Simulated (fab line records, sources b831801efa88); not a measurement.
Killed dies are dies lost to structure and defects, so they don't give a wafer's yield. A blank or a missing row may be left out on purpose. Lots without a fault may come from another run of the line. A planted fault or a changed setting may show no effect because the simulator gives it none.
fab line records | flow gf180mcu
record lots=5 wafers=23
route steps=602 shown M1@332 M2@365 V2@382 M3@413 V3@440 M4@457
start_h: hours from the record's first day to the start of the lot's first wafer shown | wait_h: hours since the lot's step before | " the same as in the row above | L1.1+2: a row that stands for several wafers | - no value, or no start given | * or withheld: withheld | < > ~ a bound
route shown NAME@n: a module of which the file shows steps, and the number in the route of the first | usual: mean/standard deviation of fault-free wafers | same: alike in all rows | chamber/n: place in a boat | sites: the reading at each site | _std_site: their standard deviation | _edge_site: outer sites' mean less inner sites' | radius_mm: how far each site lies from the wafer's centre | mask NAME#n: copy n | behind: the tool/chamber that last shaped the wafer | hold: why the lot was held/for how many hours/how that ended | device: the transistor (n, p or np) that didn't switch | end of line: the same wafers' tests at the end of the route | a step without rows: its recipe alone | killed: dies lost to structure and defects at the first sort, not the wafer's yield | map: a wafer's dies, x killed, . not, _ none there
set.NAME: the setting as run; set.NAME@STEP: as run at that earlier step | model.NAME: the simulator's own value behind a step, which no gauge read
lots whose settings were changed on purpose; a table a step, a row a wafer
## steps
# step GF_M1_STRIP_17
# recipe chemistry=O2/N2 power_w=1400 pressure_mtorr=1500 platen_temp_c=250 o2_flow_sccm=3000 n2_flow_sccm=300 overash_fraction=0.5
# usual oes_product_au=0.559/0.0051 strip_time_to_endpoint_s=7.89/0.035
# columns lot.wafer tool chamber start_h wait_h set.pressure_mtorr set.resist_thk_nm@M1_COAT_09 oes_product_au strip_time_to_endpoint_s
L075.1 plasma_asher-01 1 402.69 0.1 1721 1052 0.580 8.16
L075.2 " 0 " " 1721 1000 0.559 7.64
L075.3 " 0 " " 1721 1000 0.552 7.67
L075.4 " 1 " " 1721 1000 0.552 7.66
L075.6 " 0 " " 1721 1052 0.586 8.14
L079.1 plasma_asher-01 1 436.83 0.1 1639 1000 0.567 7.74
L079.2 " 0 " " 1639 1000 0.565 7.72
L079.3 " 0 " " 1639 1000 0.553 7.69
L079.4 " 1 " " 1639 1000 0.562 7.74
L079.5 " 1 " " 1639 1000 0.561 7.79
L078.2 plasma_asher-04 1 439.34 0.1 1500 1000 0.559 7.85
L078.3 " 0 " " 1500 1000 0.564 7.83
L078.4 " 1 " " 1500 1000 0.554 7.88
L078.5 " 0 " " 1500 1000 0.563 7.96
L078.6 " 1 " " 1500 1000 0.561 7.84
L082.1 plasma_asher-04 1 472.68 0.1 1703 1000 0.553 7.66
L082.2 " 0 " " 1703 1018 0.573 7.91
L082.3 " 1 " " 1703 1000 0.559 7.67
L082.4 " 0 " " 1703 1018 0.571 7.94
L082.6 " 1 " " 1703 1000 0.564 7.73
L085.2 plasma_asher-03 0 495.78 0.1 1500 1000 0.545 7.89
L085.3 " 1 " " 1500 1000 0.552 7.89
L085.4 " 0 " " 1500 1000 0.558 7.95
# step GF_M2_SPUTTER_03
# recipe material=Ti target_thk_nm=10 substrate_temp_c=300 chamber_pressure_pa=0.3 power_w=3000 time_s=6.7
# columns lot.wafer tool chamber start_h wait_h set.power_w model.Ti_of_M2_SPUTTER_03.thk_nm
L075.1 pvd_sputter-01 - 429.30 0.0 3000 9.986
L075.2 " - " " 3000 9.829
L075.3 " - " " 3000 9.702
L075.4 " - " " 3000 9.68
L075.6 " - " " 3000 10.04
L079.1 pvd_sputter-01 - 463.96 0.0 3000 9.958
L079.2 " - " " 3308 11.02
L079.3 " - " " 3308 10.84
L079.4 " - " " 3308 10.88
L079.5 " - " " 3000 9.855
L078.2 pvd_sputter-01 - 466.46 0.0 3000 10.08
L078.3 " - " " 3124 10.46
L078.4 " - " " 3124 10.55
L078.5 " - " " 3000 10.07
L078.6 " - " " 3000 10.04
L082.1 pvd_sputter-03 - 499.38 0.0 3000 10.05
L082.2 " - " " 3000 9.963
L082.3 " - " " 3171 10.7
L082.4 " - " " 3171 10.73
L082.6 " - " " 3171 10.69
L085.2 pvd_sputter-04 - 521.90 0.0 3000 10.15
L085.3 " - " " 3000 9.926
L085.4 " - " " 3000 10.12
# step GF_V2_CVD_00
# recipe material=SiO2 target_thk_nm=600 sigma_open_frac=0.3 temp_c=400 time_s=100 sih4_flow_sccm=60 pressure_mtorr=6
# columns lot.wafer tool chamber start_h wait_h set.sih4_flow_sccm model.SiO2_of_V2_CVD_00.thk_nm
L075.1 hdpcvd-01 2 454.32 0.0 56.55 576.9
L075.2 " 0 " " 60 598.8
L075.3 " 1 " " 56.55 569.2
L075.4 " 0 " " 56.55 568.6
L075.6 " 1 " " 60 597.6
L079.1 hdpcvd-02 1 489.40 0.0 60 600.9
L079.2 " 2 " " 66.64 668.7
L079.3 " 0 " " 60 603
L079.4 " 1 " " 60 606.6
L079.5 " 2 " " 66.64 662.9
L078.2 hdpcvd-02 2 492.21 0.0 60 602.7
L078.3 " 0 " " 64.04 647.4
L078.4 " 1 " " 60 607.7
L078.5 " 0 " " 60 611.8
L078.6 " 2 " " 64.04 646.3
L082.1 hdpcvd-02 1 523.72 0.0 60 597.4
L082.2 " 2 " " 60 597.6
L082.3 " 0 " " 60 594.9
L082.4 " 1 " " 60 600.4
L082.6 " 2 " " 60 594.7
L085.2 hdpcvd-02 2 545.60 0.0 60 596.8
L085.3 " 1 " " 60 602.2
L085.4 " 0 " " 60 599.4
# step GF_V2_THK_MEAS_01
# recipe reads=SiO2_of_V2_CVD_00
# usual V2_CVD_00_THK=600/5.7
# columns lot.wafer tool chamber start_h wait_h set.sih4_flow_sccm@V2_CVD_00 V2_CVD_00_THK[nm]
L075.1 film_metro-01 - 454.39 0.0 56.55 577
L075.2 " - " " 60 599
L075.3 " - " " 56.55 569
L075.4 " - " " 56.55 569
L075.6 " - " " 60 598
L079.1 film_metro-01 - 489.48 0.0 60 601
L079.2 " - " " 66.64 669
L079.3 " - " " 60 603
L079.4 " - " " 60 607
L079.5 " - " " 66.64 662
L078.2 film_metro-03 - 492.29 0.0 60 603
L078.3 " - " " 64.04 647
L078.4 " - " " 60 608
L078.5 " - " " 60 612
L078.6 " - " " 64.04 646
L082.1 film_metro-02 - 523.79 0.0 60 597
L082.2 " - " " 60 598
L082.3 " - " " 60 595
L082.4 " - " " 60 600
L082.6 " - " " 60 595
L085.2 film_metro-01 - 545.68 0.0 60 596
L085.3 " - " " 60 602
L085.4 " - " " 60 599
# step GF_V2_CMP_04
# recipe material=SiO2 down_force_psi=4 platen_rpm=60 pad_velocity_m_s=0.94248
# columns lot.wafer tool chamber start_h wait_h set.leave_above_ref_nm model.SiO2_of_V2_CVD_02.thk_nm
L075.4 cmp-02 3 454.58 0.0 632.5 631.7
L075.1+2 " 0,1 " " 592 592
L075.3 " 2 " " 592 593
L075.6 " 0 " " 632.5 631.5
L079.4 cmp-02 0 489.67 0.0 632.5 632.7
L079.3 " 1 " " 604.2 604.9
L079.2 " 2 " " 632.5 633.6
L079.1 " 3 " " 632.5 632.3
L079.5 " 0 " " 604.2 603.9
L078.4 cmp-01 1 492.47 0.0 668.3 667.1
L078.3 " 3 " " 632.5 634.6
L078.2 " 0 " " 632.5 634.2
L078.6 " 1 " " 668.3 667.9
L078.5 " 2 " " 632.5 633.5
L082.4 cmp-01 3 524.21 0.3 632.5 633.4
L082.2 " 0 " " 632.5 634.9
L082.3 " 1 " " 632.5 632
L082.1 " 2 " " 655.9 657.2
L082.6 " 0 " " 655.9 658
L085.3 cmp-01 0 545.86 0.0 632.5 635.3
L085.2 " 2 " " 632.5 634.5
L085.4 " 3 " " 632.5 633.6
# step GF_V2_PEB_12
# recipe peb_temp_c=135 peb_time_s=90 resist=KrF
# columns lot.wafer tool chamber start_h wait_h set.peb_temp_c
L075.1+2 litho_track-02 0 - - 138.3
L075.3+4+6 " 0 " " 135
L079.1+4 litho_track-02 0 - - 131.8
L079.2+3+5 " 0 " " 135
L078.2+3+4+5+6 litho_track-02 0 - - 135
L082.1+2+3+4+6 litho_track-03 0 - - 135
L085.2+3+4 litho_track-02 0 - - 135
# step GF_V2_DEVELOP_13
# recipe develop_time_s=60 resist=KrF dev_temp_c=21
# step GF_V2_CD_MEAS_14
# recipe target_cd_nm=260
# usual cd_nm=260.2/1.4
# columns lot.wafer tool chamber start_h wait_h set.peb_temp_c@V2_PEB_12 cd_nm
L075.1 cd_sem-01 - 479.17 0.1 138.3 268.3
L075.2 " - " " 138.3 268.4
L075.3 " - " " 135 260.8
L075.4 " - " " 135 260.7
L075.6 " - " " 135 260.1
L079.1 cd_sem-01 - 513.87 0.1 131.8 250.5
L079.2 " - " " 135 260.7
L079.3 " - " " 135 260.6
L079.4 " - " " 131.8 250.7
L079.5 " - " " 135 261.7
L078.2 cd_sem-01 - 516.44 0.1 135 261.1
L078.3 " - " " 135 262.3
L078.4 " - " " 135 262.2
L078.5 " - " " 135 261.3
L078.6 " - " " 135 261.3
L082.1 cd_sem-02 - 546.91 0.1 135 262.7
L082.2 " - " " 135 261.2
L082.3 " - " " 135 262.9
L082.4 " - " " 135 262.2
L082.6 " - " " 135 261.0
L085.2 cd_sem-02 - 568.69 0.1 135 259.0
L085.3 " - " " 135 258.6
L085.4 " - " " 135 259.6
# step GF_V2_ETCH_16
# recipe chemistry=N2/H2 target_depth_a=withheld overetch_a=withheld time_s=withheld target=BARC ion_energy_ev=200 source_w=500 bias_w=100 pressure_mtorr=30 n2_flow_sccm=100 h2_flow_sccm=200
# columns lot.wafer tool chamber start_h wait_h set.peb_temp_c@V2_PEB_12 model.V2.cd_nm
L075.1 rie_diel-01 0 479.32 0.0 138.3 267.2
L075.2 " 1 " " 138.3 268.5
L075.3 " 3 " " 135 260.1
L075.4 " 2 " " 135 260.7
L075.6 " 2 " " 135 259.7
L079.1 rie_diel-03 2 514.02 0.0 131.8 249.4
L079.2 " 3 " " 135 261.2
L079.3 " 3 " " 135 260.8
L079.4 " 2 " " 131.8 249.8
L079.5 " 3 " " 135 262.3
L078.2 rie_diel-03 3 516.59 0.0 135 261.6
L078.3 " 3 " " 135 262.6
L078.4 " 3 " " 135 263.1
L078.5 " 3 " " 135 262.1
L078.6 " 3 " " 135 261.5
L082.1 rie_diel-02 3 547.07 0.0 135 261.6
L082.2 " 1 " " 135 262.7
L082.3 " 0 " " 135 261.9
L082.4 " 2 " " 135 262.3
L082.6 " 3 " " 135 260.5
L085.2 rie_diel-01 1 568.87 0.0 135 261.1
L085.3 " 3 " " 135 257.9
L085.4 " 2 " " 135 259.9
# step GF_V2_ETCH_17
# recipe chemistry=C4F8/O2/Ar mask_material=KrF target=SiO2 stop_on=TiN source_w=1500 bias_w=1200 pressure_mtorr=40 c4f8_flow_sccm=withheld O2_flow_sccm=6 Ar_flow_sccm=300 time_s=withheld target_depth_a=6300
# usual oes_product_au=0.856/0.0049
# columns lot.wafer tool chamber start_h wait_h set.leave_above_ref_nm@V2_CMP_04 set.peb_temp_c@V2_PEB_12 oes_product_au model.V2.feature_depth_nm model.V2.cd_nm
L075.1 rie_diel-01 0 - - 592 138.3 0.818 592 267.3
L075.2 " 1 " " 592 138.3 0.826 592 268.5
L075.3 " 3 " " 592 135 0.827 593 260.3
L075.4 " 2 " " 632.5 135 0.849 631.7 260.3
L075.6 " 2 " " 632.5 135 0.856 631.5 259.2
L079.1 rie_diel-03 2 - - 632.5 131.8 0.853 632.3 248.5
L079.2 " 3 " " 632.5 135 0.849 633.6 260.9
L079.3 " 3 " " 604.2 135 0.829 604.9 260.8
L079.4 " 2 " " 632.5 131.8 0.862 632.7 249
L079.5 " 3 " " 604.2 135 0.834 603.9 262.2
L078.2 rie_diel-03 3 - - 632.5 135 0.864 634.2 261.3
L078.3 " 3 " " 632.5 135 0.853 634.6 262.6
L078.4 " 3 " " 668.3 135 0.883 667.1 263.2
L078.5 " 3 " " 632.5 135 0.858 633.5 261.9
L078.6 " 3 " " 668.3 135 0.878 667.9 261.3
L082.1 rie_diel-02 3 - - 655.9 135 0.871 657.2 261.8
L082.2 " 1 " " 632.5 135 0.858 634.9 262.5
L082.3 " 0 " " 632.5 135 0.853 632 262.2
L082.4 " 2 " " 632.5 135 0.853 633.4 262.7
L082.6 " 3 " " 655.9 135 0.869 658 260.6
L085.2 rie_diel-01 1 - - 632.5 135 0.855 634.5 261
L085.3 " 3 " " 632.5 135 0.855 635.3 257.9
L085.4 " 2 " " 632.5 135 0.850 633.6 259.9
# step GF_V2_SPUTTER_21
# recipe material=Ti target_thk_nm=15 chamber_pressure_pa=5 power_w=2500 substrate_temp_c=200 time_s=80.02
# columns lot.wafer tool chamber start_h wait_h set.chamber_pressure_pa model.Ti_of_V2_SPUTTER_21.thk_nm
L075.1 pvd_sputter-04 - 480.33 0.0 4.663 15.72
L075.2 " - " " 4.663 15.96
L075.3 " - " " 4.663 15.92
L075.4 " - " " 4.663 16.01
L075.6 " - " " 4.663 16.09
L079.1+2 pvd_sputter-03 - 514.75 0.0 4.702 16.07
L079.3 " - " " 4.702 15.98
L079.4 " - " " 4.702 16.01
L079.5 " - " " 4.702 16
L078.2+3 pvd_sputter-03 - 517.54 0.0 5.261 13.92
L078.4 " - " " 5.261 14.1
L078.5 " - " " 5.261 13.91
L078.6 " - " " 5.261 13.74
L082.1 pvd_sputter-02 - 547.73 0.0 4.776 15.43
L082.2 " - " " 4.776 15.46
L082.3 " - " " 4.776 15.33
L082.4 " - " " 4.776 15.56
L082.6 " - " " 4.776 15.55
L085.2 pvd_sputter-02 - 569.53 0.0 5 14.92
L085.3 " - " " 5 14.99
L085.4 " - " " 5 15.24
# step GF_M3_SPUTTER_04
# recipe material=TiN target_thk_nm=50 power_w=6500 time_s=41.7 chamber_pressure_pa=0.4
# columns lot.wafer tool chamber start_h wait_h set.power_w model.TiN_of_M3_SPUTTER_04.thk_nm
L075.1 pvd_sputter-01 - 481.20 0.0 5908 44.98
L075.2 " - " " 6500 50.09
L075.3 " - " " 6500 49.28
L075.4 " - " " 5908 44.6
L075.6 " - " " 6500 49.62
L079.1 pvd_sputter-01 - 515.62 0.0 6500 49.59
L079.2 " - " " 7161 54.82
L079.3 " - " " 7161 55.6
L079.4 " - " " 6500 49.28
L079.5 " - " " 6500 49.78
L078.2 pvd_sputter-02 - 518.41 0.0 6719 51.47
L078.3 " - " " 6719 51.45
L078.4 " - " " 6500 50.29
L078.5 " - " " 6500 49.88
L078.6 " - " " 6500 49.99
L082.1 pvd_sputter-01 - 548.60 0.0 6500 50.4
L082.2 " - " " 5904 45.35
L082.3 " - " " 5904 45.02
L082.4 " - " " 6500 49.95
L082.6 " - " " 6500 49.63
L085.2 pvd_sputter-02 - 570.40 0.0 6500 49.32
L085.3 " - " " 6500 48.58
L085.4 " - " " 6500 48.96
# step GF_M3_METAL_ETCH_16
# recipe chemistry=Cl2/BCl3 mask_material=KrF target_depth_nm=627.5 stop_on=SiO2 pressure_mtorr=8 icp_w=800 bias_w=140 Cl2_flow_sccm=80 bcl3_flow_sccm=40 time_s=104.6
# columns lot.wafer tool chamber start_h wait_h set.icp_w
L075.1+2+4 rie_metal-01 1,0,1 504.68 0.0 867.7
L075.3+6 " 0 " " 800
L079.1+2 rie_metal-02 1,0 539.03 0.0 800
L079.3+4+5 " 1,0,1 " " 872.7
L078.2+3+4 rie_metal-02 0,1,0 541.90 0.0 800
L078.5+6 " 0,1 " " 858.2
L082.1+4 rie_metal-01 1,0 570.51 0.0 800
L082.2+3+6 " 0,1,1 " " 848.2
L085.2+3+4 rie_metal-03 0,1,0 591.77 0.0 800
# step GF_M3_STRIP_17
# recipe chemistry=O2/N2 power_w=1400 pressure_mtorr=1500 platen_temp_c=250 o2_flow_sccm=3000 n2_flow_sccm=300 overash_fraction=0.5
# usual strip_time_to_endpoint_s=7.87/0.054
# columns lot.wafer tool chamber start_h wait_h set.icp_w@M3_METAL_ETCH_16 strip_time_to_endpoint_s
L075.1 plasma_asher-01 1 504.80 0.1 867.7 7.69
L075.2 " 0 " " 867.7 7.71
L075.3 " 1 " " 800 7.86
L075.4 " 0 " " 867.7 7.69
L075.6 " 0 " " 800 7.87
L079.1 plasma_asher-04 0 539.15 0.1 800 7.88
L079.2 " 1 " " 800 7.95
L079.3 " 0 " " 872.7 7.63
L079.4 " 1 " " 872.7 7.79
L079.5 " 1 " " 872.7 7.67
L078.2 plasma_asher-03 1 542.02 0.1 800 7.95
L078.3 " 1 " " 800 7.85
L078.4 " 0 " " 800 7.96
L078.5 " 0 " " 858.2 7.81
L078.6 " 1 " " 858.2 7.66
L082.1 plasma_asher-01 0 570.63 0.1 800 7.78
L082.2 " 1 " " 848.2 7.70
L082.3 " 1 " " 848.2 7.61
L082.4 " 0 " " 800 7.85
L082.6 " 1 " " 848.2 7.65
L085.2 plasma_asher-03 1 591.92 0.1 800 7.86
L085.3 " 0 " " 800 7.80
L085.4 " 1 " " 800 7.86
# step GF_V3_EXPOSE_11
# recipe mask_id=Via3 target_cd_nm=260 na=0.68 source_shape=conventional sigma_outer=0.6 dose_mj=38
# columns lot.wafer tool chamber start_h wait_h mask set.dose_mj
L075.1+6 krf_scanner-02 0 - - Via3#0 38
L075.2+3+4 " 0 " " Via3#0 40.05
L079.1+2+3+4+5 krf_scanner-02 0 - - Via3#0 38
L078.2+6 krf_scanner-01 0 - - Via3#0 40.3
L078.3+4+5 " 0 " " Via3#0 38
L082.1+2+4 krf_scanner-01 0 - - Via3#0 37.25
L082.3+6 " 0 " " Via3#0 38
L085.2+3+4 krf_scanner-02 0 - - Via3#0 38
# step GF_V3_PEB_12
# recipe peb_temp_c=135 peb_time_s=90 resist=KrF
# step GF_V3_DEVELOP_13
# recipe develop_time_s=60 resist=KrF dev_temp_c=21
# step GF_V3_CD_MEAS_14
# recipe target_cd_nm=260
# usual cd_nm=260.4/1.1
# columns lot.wafer tool chamber start_h wait_h set.dose_mj@V3_EXPOSE_11 cd_nm
L075.1 cd_sem-01 - 528.96 0.1 38 259.7
L075.2 " - " " 40.05 267.1
L075.3 " - " " 40.05 268.8
L075.4 " - " " 40.05 268.2
L075.6 " - " " 38 259.8
L079.1 cd_sem-02 - 562.83 0.1 38 259.8
L079.2 " - " " 38 260.3
L079.3 " - " " 38 259.7
L079.4 " - " " 38 260.6
L079.5 " - " " 38 259.4
L078.2 cd_sem-01 - 565.30 0.1 40.3 269.7
L078.3 " - " " 38 261.0
L078.4 " - " " 38 261.6
L078.5 " - " " 38 261.1
L078.6 " - " " 40.3 270.0
L082.1 cd_sem-02 - 593.51 0.1 37.25 259.2
L082.2 " - " " 37.25 258.3
L082.3 " - " " 38 260.5
L082.4 " - " " 37.25 259.0
L082.6 " - " " 38 261.2
L085.2 cd_sem-02 - 613.85 0.1 38 258.6
L085.3 " - " " 38 258.7
L085.4 " - " " 38 257.9
# step GF_V3_ETCH_16
# recipe chemistry=N2/H2 target_depth_a=withheld overetch_a=withheld time_s=withheld target=BARC ion_energy_ev=200 source_w=500 bias_w=100 pressure_mtorr=30 n2_flow_sccm=100 h2_flow_sccm=200
# columns lot.wafer tool chamber start_h wait_h set.ion_energy_ev set.dose_mj@V3_EXPOSE_11 model.V3.cd_nm
L075.1 rie_diel-04 1 529.11 0.0 216.7 38 258.9
L075.2+4 " 2,3 " " 200 40.05 266.7
L075.3 " 0 " " 216.7 40.05 268.4
L075.6 " 3 " " 216.7 38 258.7
L079.1 rie_diel-01 1 562.98 0.0 211 38 258.4
L079.2 " 2 " " 200 38 260.4
L079.3 " 3 " " 211 38 258.7
L079.4 " 3 " " 200 38 259.6
L079.5 " 1 " " 200 38 258.4
L078.2 rie_diel-04 1 565.43 0.0 200 40.3 268.6
L078.3+4 " 2,1 " " 200 38 260.7
L078.5 " 0 " " 200 38 260.8
L078.6 " 2 " " 200 40.3 270
L082.1 rie_diel-03 2 593.67 0.0 208.6 37.25 259.9
L082.2 " 0 " " 200 37.25 259.4
L082.3 " 1 " " 208.6 38 260
L082.4 " 3 " " 200 37.25 259
L082.6 " 0 " " 200 38 261.7
L085.2 rie_diel-04 0 613.98 0.0 200 38 259.2
L085.3 " 2 " " 200 38 259.5
L085.4 " 3 " " 200 38 257.6
# step GF_M4_SPUTTER_01
# recipe material=TiN target_thk_nm=30 power_w=6500 time_s=25 chamber_pressure_pa=0.4
# columns lot.wafer tool chamber start_h wait_h set.time_s model.TiN_of_M4_SPUTTER_01.thk_nm
L075.1 pvd_sputter-03 - 530.57 0.1 25 29.68
L075.2 " - " " 25 29.5
L075.3 " - " " 25 29.59
L075.4 " - " " 25 29.82
L075.6 " - " " 25 29.75
L079.1+5 pvd_sputter-03 - 564.79 0.1 25 29.61
L079.2 " - " " 22.42 26.11
L079.3 " - " " 25 29.3
L079.4 " - " " 22.42 26.15
L078.2 pvd_sputter-01 - 567.32 0.1 28.08 34.08
L078.3 " - " " 25 30.14
L078.4 " - " " 28.08 34.12
L078.5 " - " " 28.08 33.82
L078.6 " - " " 25 30.32
L082.1 pvd_sputter-03 - 595.28 0.1 25 30.44
L082.2 " - " " 27.37 32.99
L082.3 " - " " 27.37 32.79
L082.4 " - " " 27.37 33.11
L082.6 " - " " 25 30.12
L085.2 pvd_sputter-01 - 615.47 0.1 25 29.93
L085.3 " - " " 25 29.87
L085.4 " - " " 25 29.95
## key
split step=GF_M1_STRIP_17 setting=pressure_mtorr stated=1500 by=lot
response none clear
split step=GF_M2_SPUTTER_03 setting=power_w stated=3000 by=wafer
response step=GF_M2_SPUTTER_03 reading=model.Ti_of_M2_SPUTTER_03.thk_nm change=+0.104 per=1% r=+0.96
split step=GF_V2_CVD_00 setting=sih4_flow_sccm stated=60 by=wafer
response step=GF_V2_CVD_00 reading=model.SiO2_of_V2_CVD_00.thk_nm change=+5.51 per=1% r=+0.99
response step=GF_V2_THK_MEAS_01 reading=V2_CVD_00_THK change=+5.46 per=1% r=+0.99
split step=GF_V2_CMP_04 setting=leave_above_ref_nm stated=632.5 by=wafer
response step=GF_V2_CMP_04 reading=model.SiO2_of_V2_CVD_02.thk_nm change=+6.15 per=1% r=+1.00
response step=GF_V2_ETCH_17 reading=oes_product_au change=+0.00443 per=1% r=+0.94
response step=GF_V2_ETCH_17 reading=model.V2.feature_depth_nm change=+6.15 per=1% r=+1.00
split step=GF_V2_PEB_12 setting=peb_temp_c stated=135 by=wafer
response step=GF_V2_CD_MEAS_14 reading=cd_nm change=+3.77 per=1% r=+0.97
response step=GF_V2_ETCH_16 reading=model.V2.cd_nm change=+4.05 per=1% r=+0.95
response step=GF_V2_ETCH_17 reading=model.V2.cd_nm change=+4.24 per=1% r=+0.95
split step=GF_V2_SPUTTER_21 setting=chamber_pressure_pa stated=5 by=lot
response step=GF_V2_SPUTTER_21 reading=model.Ti_of_V2_SPUTTER_21.thk_nm change=-0.171 per=1% r=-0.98
split step=GF_M3_SPUTTER_04 setting=power_w stated=6500 by=wafer
response step=GF_M3_SPUTTER_04 reading=model.TiN_of_M3_SPUTTER_04.thk_nm change=+0.535 per=1% r=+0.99
split step=GF_M3_METAL_ETCH_16 setting=icp_w stated=800 by=wafer
response step=GF_M3_STRIP_17 reading=strip_time_to_endpoint_s change=* per=1% r=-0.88
split step=GF_V3_EXPOSE_11 setting=dose_mj stated=38 by=wafer
response step=GF_V3_CD_MEAS_14 reading=cd_nm change=+1.45 per=1% r=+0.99
response step=GF_V3_ETCH_16 reading=model.V3.cd_nm change=+1.44 per=1% r=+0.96
split step=GF_V3_ETCH_16 setting=ion_energy_ev stated=200 by=wafer
response none clear
split step=GF_M4_SPUTTER_01 setting=time_s stated=25 by=wafer
response step=GF_M4_SPUTTER_01 reading=model.TiN_of_M4_SPUTTER_01.thk_nm change=+0.307 per=1% r=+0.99
split outside_this_file step=GF_M1_COAT_09 setting=resist_thk_nm
# split outside_this_file: this setting was split too, and the file shows its column; the key of that split is in another file
